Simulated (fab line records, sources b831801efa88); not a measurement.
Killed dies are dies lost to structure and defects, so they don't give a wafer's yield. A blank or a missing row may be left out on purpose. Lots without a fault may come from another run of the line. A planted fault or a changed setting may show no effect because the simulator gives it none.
Which tool did it? | flow sfq_line | 13 lots, 39 wafers sampled, at 1 step of a route of 325

WHAT THE GAUGES READ, wafer by wafer
The record holds no reading of a measuring or inspecting step that can be judged against a usual standard deviation.

WHICH TOOL RAN EACH LOT (tool, then ch and the chambers of the sampled wafers, then the start)
lot  | SFQ_TRILAYER_I1_DEP_PECVD_045
L602 | pecvd-01 ch 0,1,2, day 18 14:19
L603 | pecvd-04 ch 0,1,2, day 18 17:55
L606 | pecvd-04 ch 0,1,2, day 18 22:43
L607 | pecvd-03 ch 1,2, day 19 01:08
L610 | pecvd-03 ch 1,2, day 19 07:07
L611 | pecvd-01 ch 0,1,2, day 19 09:32
L612 | pecvd-04 ch 0,1, day 19 10:43
L613 | pecvd-04 ch 1,2, day 19 17:17
L614 | pecvd-03 ch 1,2, day 19 18:31
L621 | pecvd-04 ch 0,2, day 20 19:41
L623 | pecvd-01 ch 0,1,2, day 34 13:29
L624 | pecvd-03 ch 0,2, day 34 17:52
L625 | pecvd-04 ch 0,2, day 35 02:16
- SFQ_TRILAYER_I1_DEP_PECVD_045: deposits SiO2 from SiH4/N2O, time 111.11 s, target thk 500 nm.

WHAT THE TOOLS THEMSELVES READ (means of the sampled wafers that have a number; where no wafer has one, the mark that the record gives instead)
SFQ_TRILAYER_I1_DEP_PECVD_045. Usual: heater_power_w 77 W, standard deviation 13; run_length_s 139.4 s, standard deviation 0.56; throttle_valve_pct 25.1 %, standard deviation 1.5.
lot  | tool     | heater_power_w (W) | run_length_s (s) | throttle_valve_pct (%) | flag
L602 | pecvd-01 | 78                 | 139.2            | 25.7                   |
L603 | pecvd-04 | 78                 | 139.4            | 23.4                   |
L606 | pecvd-04 | 77                 | 139.5            | 23.5                   |
L607 | pecvd-03 | 62                 | 139.4            | 26.4                   |
L610 | pecvd-03 | 81                 | 139.4            | 26.9                   |
L611 | pecvd-01 | 79                 | 139.0            | 25.9                   |
L612 | pecvd-04 | 87                 | 139.4            | 23.0                   |
L613 | pecvd-04 | 75                 | 139.4            | 23.5                   |
L614 | pecvd-03 | 77                 | 139.6            | 26.8                   |
L621 | pecvd-04 | 75                 | 141.3            | 23.7                   | OFF
L623 | pecvd-01 | 78                 | 139.2            | 23.7                   |
L624 | pecvd-03 | 65                 | 139.4            | 25.4                   |
L625 | pecvd-04 | 75                 | 139.1            | 24.5                   |

THE ANSWER, worked out from the rows above alone
Rule: a lot is off if the mean of its wafers that have a number lies more than 3 standard deviations from the usual mean. A lot without any number at a reading at which 4 lots or more have one is off too. The other lots that the step has rows for count as sound. The gauges are gone through in route order, then the tools' own readings, and for those a lot's mean is taken as printed above. The first step at which some lot is off is used, and at that step the reading that is off furthest; a lot without a number counts as furthest.
Off: L621, at SFQ_TRILAYER_I1_DEP_PECVD_045 (run_length_s).
A tool fits if, at that step or a process step before it, it ran every lot that is off, and no sound lot after the first of them. None of those tried fits.

WHAT THE SIMULATOR HAD PUT IN
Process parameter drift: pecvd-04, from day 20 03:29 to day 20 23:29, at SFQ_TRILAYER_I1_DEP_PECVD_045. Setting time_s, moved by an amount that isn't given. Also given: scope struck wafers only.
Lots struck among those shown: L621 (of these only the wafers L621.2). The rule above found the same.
